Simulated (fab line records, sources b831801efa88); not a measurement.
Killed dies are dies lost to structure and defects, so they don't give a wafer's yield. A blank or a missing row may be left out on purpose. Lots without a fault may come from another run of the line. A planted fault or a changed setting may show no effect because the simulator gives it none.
fab line records | flow sky130
record lots=10 wafers=30 last_day=49
route steps=708 shown SD_N@356 LI_CONTACT@378 LOCAL_INTERCONNECT@399
lots that met no fault: from a run of the same line without faults
start_h: hours from the record's first day to the start of the lot's first wafer shown | wait_h: hours since the lot's step before | " the same as in the row above | L1.1+2: a row that stands for several wafers | - no value, or no start given | * or withheld: withheld | < > ~ a bound
route shown NAME@n: a module of which the file shows steps, and the number in the route of the first | usual: mean/standard deviation of fault-free wafers | same: alike in all rows | chamber/n: place in a boat | sites: the reading at each site | _std_site: their standard deviation | _edge_site: outer sites' mean less inner sites' | radius_mm: how far each site lies from the wafer's centre | mask NAME#n: copy n | behind: the tool/chamber that last shaped the wafer | hold: why the lot was held/for how many hours/how that ended | device: the transistor (n, p or np) that didn't switch | end of line: the same wafers' tests at the end of the route | a step without rows: its recipe alone | killed: dies lost to structure and defects at the first sort, not the wafer's yield | map: a wafer's dies, x killed, . not, _ none there
set.NAME: the setting as run; set.NAME@STEP: as run at that earlier step | model.NAME: the simulator's own value behind a step, which no gauge read
steps of the route over a sample of lots; a table a step, a row a wafer
services: from which hour (start_h, from the record's first day; less than 0 if before it) a tool's chamber was out of use, for how many hours, and why
## steps
# step SKY_SD_N_RTA_14
# recipe temp_c=1075 time_s=2 idle_temp_c=650 ramp_up_c_per_s=150 ramp_down_c_per_s=90 ambient=N2
# usual lamp_power_pct=15.73/0.046 wafer_temp_C_max=1078.1/1.3
# columns lot.wafer tool chamber start_h wait_h lamp_power_pct wafer_temp_C_max
L614.1 rtp_anneal-02 0 669.10 0.0 15.75 1077.0
L614.4 " 0 " " 15.71 1078.2
L614.5 " 0 " " 15.72 1076.9
L612.1 rtp_anneal-01 0 670.95 0.0 15.79 1077.1
L612.2 " 0 " " 15.67 1077.0
L612.4 " 0 " " 15.69 1079.5
L616.1 rtp_anneal-01 0 691.60 0.0 15.69 1079.5
L616.2 " 0 " " 15.81 1078.1
L616.6 " 0 " " 15.74 1078.9
L619.1 rtp_anneal-02 0 709.09 0.0 15.77 1079.3
L619.3 " 0 " " 15.70 1075.9
L619.5 " 0 " " 15.67 1077.7
L620.1 rtp_anneal-01 0 713.45 0.0 15.67 1077.1
L620.3 " 0 " " 15.75 1079.3
L620.5 " 0 " " 15.77 1077.4
L624.3 rtp_anneal-01 0 739.67 0.0 15.75 1079.3
L624.4 " 0 " " 15.76 1077.8
L624.6 " 0 " " 15.80 1075.0
L627.1 rtp_anneal-02 0 764.75 0.0 15.77 1079.5
L627.3 " 0 " " 15.74 1077.9
L627.6 " 0 " " 15.75 1077.5
L628.3 rtp_anneal-01 0 775.67 0.0 15.75 1077.9
L628.4 " 0 " " 15.72 1077.8
L628.6 " 0 " " 15.75 1079.0
L629.1 rtp_anneal-02 0 784.39 0.0 15.74 1076.8
L629.4 " 0 " " 15.72 1080.7
L629.5 " 0 " " 15.75 1076.0
L630.2 rtp_anneal-01 0 788.61 0.0 15.63 1080.3
L630.5 " 0 " " 15.79 1079.8
L630.6 " 0 " " 15.71 1078.2
# step SKY_LI_CONTACT_STRIP_16
# recipe chemistry=O2/N2 power_w=1400 pressure_mtorr=1500 platen_temp_c=withheld o2_flow_sccm=3000 n2_flow_sccm=300 overash_fraction=0.5
# usual chamber_pressure_mTorr=1500.1/1.2 drypump_motor_current_A=5.7/0.35 oes_product_au=0.376/0.0046 strip_time_to_endpoint_s=3.490/0.023
# columns lot.wafer tool chamber start_h wait_h chamber_pressure_mTorr drypump_motor_current_A oes_product_au rf_hours_counter_h strip_time_to_endpoint_s
L614.1 plasma_asher-03 1 698.22 - 1499.1 5.2 0.377 91 3.460
L614.4 " 1 " " 1501.1 5.2 0.367 - 3.472
L614.5 " 0 " " 1498.9 6.2 0.373 - 3.461
L612.1 plasma_asher-03 0 700.27 - 1499.9 6.2 0.375 91 3.528
L612.2 " 1 " " 1499.3 5.2 0.380 91 3.502
L612.4 " 1 " " 1500.2 5.2 0.381 - 3.470
L616.1 plasma_asher-03 1 720.26 - 1499.0 5.2 0.373 93 3.510
L616.2 " 0 " " 1499.3 6.2 0.379 93 3.515
L616.6 " 0 " " 1499.0 6.2 0.378 - 3.498
L619.1 plasma_asher-04 0 737.27 - 1500.6 5.7 0.375 30 3.506
L619.3 " 1 " " 1501.5 5.7 0.378 - 3.496
L619.5 " 0 " " 1498.8 5.7 0.376 - 3.518
L620.1 plasma_asher-03 1 741.77 - 1499.4 5.2 0.391 96 3.527
L620.3 " 0 " " 1500.0 6.2 0.379 - 3.520
L620.5 " 0 " " 1498.0 6.2 0.375 - 3.523
L624.3 plasma_asher-01 1 768.00 - 1499.2 5.9 0.378 - 3.480
L624.4 " 0 " " 1500.9 5.7 0.384 - 3.485
L624.6 " 1 " " 1500.2 5.9 0.374 - 3.456
L627.1 plasma_asher-04 0 793.16 - 1501.2 5.7 0.374 36 3.496
L627.3 " 1 " " 1501.3 5.6 0.369 - 3.475
L627.6 " 0 " " 1499.8 5.7 0.376 - 3.516
L628.3 plasma_asher-04 0 803.59 - 1500.4 5.7 0.373 - 3.438
L628.4 " 1 " " 1497.7 5.8 0.372 - 3.438
L628.6 " 0 " " 1498.2 5.7 0.369 - 3.457
L629.1 plasma_asher-01 1 811.89 - 1498.3 5.9 0.373 7 3.528
L629.4 " 0 " " 1501.3 5.7 0.379 - 3.495
L629.5 " 0 " " 1501.8 5.7 0.378 - 3.532
L630.2 plasma_asher-04 1 816.01 - 1500.1 5.7 0.372 38 3.473
L630.5 " 0 " " 1500.8 5.7 0.376 - 3.457
L630.6 " 1 " " 1499.8 5.7 0.379 - 3.475
# step SKY_LI_CONTACT_CVD_21
# recipe material=W target_thk_nm=400 time_s=120.56 temp_c=400 pressure_torr=40
# usual heater_power_w=869/100
# columns lot.wafer tool chamber start_h wait_h heater_power_w
L614.1 cvd_w-01 1 698.65 0.0 652
L614.4 " 1 " " 668
L614.5 " 1 " " 669
L612.1 cvd_w-02 0 700.70 0.0 946
L612.2 " 0 " " 937
L612.4 " 0 " " 941
L616.1 cvd_w-02 0 720.71 0.0 943
L616.2 " 1 " " 917
L616.6 " 1 " " 951
L619.1 cvd_w-02 1 737.70 0.0 944
L619.3 " 0 " " 938
L619.5 " 0 " " 924
L620.1 cvd_w-02 1 742.20 0.0 903
L620.3 " 1 " " 918
L620.5 " 0 " " 941
L624.3 cvd_w-02 1 768.44 0.1 939
L624.4 " 0 " " 941
L624.6 " 0 " " 943
L627.1 cvd_w-01 1 793.59 0.0 663
L627.3 " 0 " " 823
L627.6 " 0 " " 824
L628.3 cvd_w-02 1 804.05 0.1 934
L628.4 " 0 " " 933
L628.6 " 0 " " 949
L629.1 cvd_w-02 0 812.33 0.0 950
L629.4 " 0 " " 917
L629.5 " 0 " " 946
L630.2 cvd_w-01 0 816.44 0.0 816
L630.5 " 0 " " 845
L630.6 " 1 " " 679
# step SKY_LI_CONTACT_RS_MEAS_22
# recipe thk_meas_gauge=four-point-probe reads=W_of_LI_CONTACT_CVD_21+TiN_of_LI_CONTACT_SPUTTER_20+Ti_of_LI_CONTACT_SPUTTER_19
# usual LI_CONTACT_W_RS=0.2846/0.0029
# columns lot.wafer tool chamber start_h wait_h LI_CONTACT_W_RS[ohm/sq]
L614.1 film_metro-01 - 698.78 0.1 0.2861
L614.4 " - " " 0.2828
L614.5 " - " " 0.2816
L612.1 film_metro-03 - 700.95 0.2 0.2857
L612.2 " - " " 0.2862
L612.4 " - " " 0.2862
L616.1 film_metro-03 - 720.83 0.1 0.2914
L616.2 " - " " 0.2851
L616.6 " - " " 0.2896
L619.1 film_metro-03 - 737.82 0.1 0.2875
L619.3 " - " " 0.2824
L619.5 " - " " 0.2840
L620.1 film_metro-01 - 742.33 0.1 0.2854
L620.3 " - " " 0.2844
L620.5 " - " " 0.2858
L624.3 film_metro-03 - 768.57 0.1 0.2811
L624.4 " - " " 0.2824
L624.6 " - " " 0.2852
L627.1 film_metro-03 - 793.72 0.1 0.2855
L627.3 " - " " 0.2815
L627.6 " - " " 0.2858
L628.3 film_metro-04 - 804.17 0.1 0.2881
L628.4 " - " " 0.2491
L628.6 " - " " 0.2893
L629.1 film_metro-04 - 812.46 0.1 0.2458
L629.4 " - " " 0.2474
L629.5 " - " " 0.2860
L630.2 film_metro-03 - 816.59 0.1 0.2784
L630.5 " - " " 0.2820
L630.6 " - " " 0.2816
# step SKY_LI_CONTACT_THK_MEAS_23
# recipe thk_meas_gauge=xrf reads=W_of_LI_CONTACT_CVD_21
# usual LI_CONTACT_W_THK=422/7
# columns lot.wafer tool chamber start_h wait_h LI_CONTACT_W_THK[nm]
L614.1 film_metro-01 - 698.90 0.1 420
L614.4 " - " " 430
L614.5 " - " " 428
L612.1 film_metro-03 - 701.07 0.1 414
L612.2 " - " " 415
L612.4 " - " " 415
L616.1 film_metro-03 - 720.95 0.1 405
L616.2 " - " " 417
L616.6 " - " " 408
L619.1 film_metro-03 - 737.94 0.1 412
L619.3 " - " " 422
L619.5 " - " " 420
L620.1 film_metro-01 - 742.45 0.1 427
L620.3 " - " " 432
L620.5 " - " " 429
L624.3 film_metro-03 - 768.67 0.1 419
L624.4 " - " " 416
L624.6 " - " " 412
L627.1 film_metro-03 - 793.84 0.1 415
L627.3 " - " " 417
L627.6 " - " " 410
L628.3 film_metro-04 - 804.27 0.1 424
L628.4 " - " " 495
L628.6 " - " " 422
L629.1 film_metro-04 - 812.58 0.1 501
L629.4 " - " " 503
L629.5 " - " " 429
L630.2 film_metro-03 - 816.70 0.1 423
L630.5 " - " " 418
L630.6 " - " " 419
# step SKY_LI_CONTACT_CMP_24
# recipe stop_on=PSG t_overpolish_s=20 down_force_psi=3.5 platen_rpm=60 target_thk_nm=0 pad_velocity_m_s=0.94248
# usual edge_zone_pressure_frac=1.000/0.0049 motor_current_A=11.1/0.78 time_to_endpoint_s=95/3.3
# columns lot.wafer tool chamber start_h wait_h edge_zone_pressure_frac motor_current_A time_to_endpoint_s
L614.1 cmp-02 0 698.96 0.1 1.003 11.3 94
L614.4 " 3 " " 1.010 10.9 95
L614.5 " 1 " " 1.002 10.7 101
L612.1 cmp-01 0 701.13 0.1 0.993 10.7 95
L612.4 " 1 " " 1.002 11.7 97
L612.2 " 3 " " 1.001 11.2 92
L616.1 cmp-01 1 721.06 0.1 0.997 11.7 89
L616.2 " 3 " " 1.004 11.3 92
L616.6 " 1 " " 1.003 12.1 90
L619.3 cmp-01 1 738.10 0.1 1.001 11.7 94
L619.1 " 2 " " 1.005 10.1 91
L619.5 " 0 " " 1.002 10.4 90
L620.3 cmp-02 1 742.56 0.1 1.001 10.7 93
L620.1 " 2 " " 0.991 12.4 97
L620.5 " 1 " " 0.998 11.1 95
L624.3 cmp-01 3 768.76 0.1 1.001 11.2 96
L624.4 " 1 " " 0.996 12.5 97
L624.6 " 2 " " 1.007 10.7 99
L627.3 cmp-01 2 794.00 0.1 1.005 11.0 96
L627.1 " 3 " " 0.998 11.1 92
L627.6 " 1 " " 1.004 12.2 93
L628.3 cmp-01 0 804.31 0.0 1.005 10.5 91
L628.4 " 2 " " 0.994 9.9 108
L628.6 " 0 " " 1.005 10.3 91
L629.4 cmp-02 3 812.64 0.0 1.005 10.9 107
L629.1 " 2 " " 1.003 12.5 114
L629.5 " 3 " " 1.007 11.3 96
L630.2 cmp-01 1 816.94 0.2 0.993 11.7 96
L630.5 " 0 " " 0.996 10.3 96
L630.6 " 1 " " 0.995 12.1 96
# step SKY_LOCAL_INTERCONNECT_OVL_MEAS_12
# usual LOCAL_INTERCONNECT_OVL=2/5.6
# columns lot.wafer tool chamber start_h wait_h LOCAL_INTERCONNECT_OVL[nm]
L614.1 overlay-01 - 726.76 0.1 12
L614.4 " - " " 12
L614.5 " - " " 13
L612.1 overlay-02 - 728.60 0.1 4
L612.2 " - " " -5
L612.4 " - " " -1
L616.1 overlay-01 - 748.95 0.1 3
L616.2 " - " " 4
L616.6 " - " " 4
L619.1 overlay-02 - 765.35 0.1 1
L619.3 " - " " 2
L619.5 " - " " 7
L620.1 overlay-01 - 769.45 0.1 9
L620.3 " - " " 4
L620.5 " - " " 4
L624.3 overlay-01 - 795.22 0.1 -8
L624.4 " - " " -8
L624.6 " - " " -2
L627.1 overlay-01 - 820.70 0.1 6
L627.3 " - " " 7
L627.6 " - " " 4
L628.3 overlay-02 - 831.37 0.1 -5
L628.4 " - " " -9
L628.6 " - " " -14
L629.1 overlay-02 - 838.65 0.1 -7
L629.4 " - " " -3
L629.5 " - " " -7
L630.2 overlay-01 - 843.15 0.1 -9
L630.5 " - " " -5
L630.6 " - " " -12
## services
# columns tool chamber start_h hours kind
cmp-02 - 657.29 4.7 pm
cmp-02 - 663.65 0.2 repair
cmp-02 - 674.73 0.4 repair
cmp-01 - 682.96 1.1 repair
cvd_w-02 1 689.89 11.8 repair
cmp-01 - 707.45 2.2 repair
cvd_w-01 - 716.29 6.9 pm
cmp-02 - 722.43 19.7 pm
cmp-01 - 733.01 1.4 repair
plasma_asher-01 - 733.75 9.0 pm
plasma_asher-01 0 733.75 9.0 vent_cycle
plasma_asher-01 1 733.75 9.0 vent_cycle
plasma_asher-04 - 740.30 0.8 repair
plasma_asher-01 0 742.75 - clean
plasma_asher-01 1 742.75 - clean
cmp-01 - 744.28 4.0 pm
cmp-01 - 748.28 - consumable_replace:conditioner
cmp-01 - 748.28 - consumable_replace:pad
cmp-02 - 749.41 0.6 repair
cmp-02 - 755.30 1.5 repair
cmp-02 - 779.36 0.4 repair
cmp-01 - 780.13 12.3 pm
cvd_w-01 - 803.52 1.1 repair
cmp-02 - 815.39 3.4 repair
## key
first_sign step=SKY_LI_CONTACT_RS_MEAS_22 reading=LI_CONTACT_W_RS direction=down sigmas=13 usual=0.2846 struck=0.2474
effect step=SKY_LI_CONTACT_THK_MEAS_23 reading=LI_CONTACT_W_THK direction=up sigmas=11 usual=422 struck=499
effect step=SKY_LI_CONTACT_CMP_24 reading=time_to_endpoint_s direction=up sigmas=4.3 usual=* struck=*
met_at SKY_LI_CONTACT_CVD_21
struck_lots L628,L629
struck_wafers L628.4,L629.1,L629.4
tester_left_out L628,L629
not_acting_at SKY_SD_N_RTA_14,SKY_LI_CONTACT_STRIP_16,SKY_LOCAL_INTERCONNECT_OVL_MEAS_12
onset_between 768.44 804.05
fault kind=process_parameter_drift tool=cvd_w-02 chamber=- onset_h=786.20 steps=SKY_LI_CONTACT_CVD_21 channel=target_thk_nm offset=64.885 shape=step end_h=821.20 scope=struck_wafers_only acts_in=these_recipes_only stated=400
# tester_left_out: of these lots the tester's yield and bins aren't shown, on N5 and GAA mostly nor the transistor test; their killed dies are dies lost to structure and defects alone, not to doping, threshold or leakage, so they don't give the yield
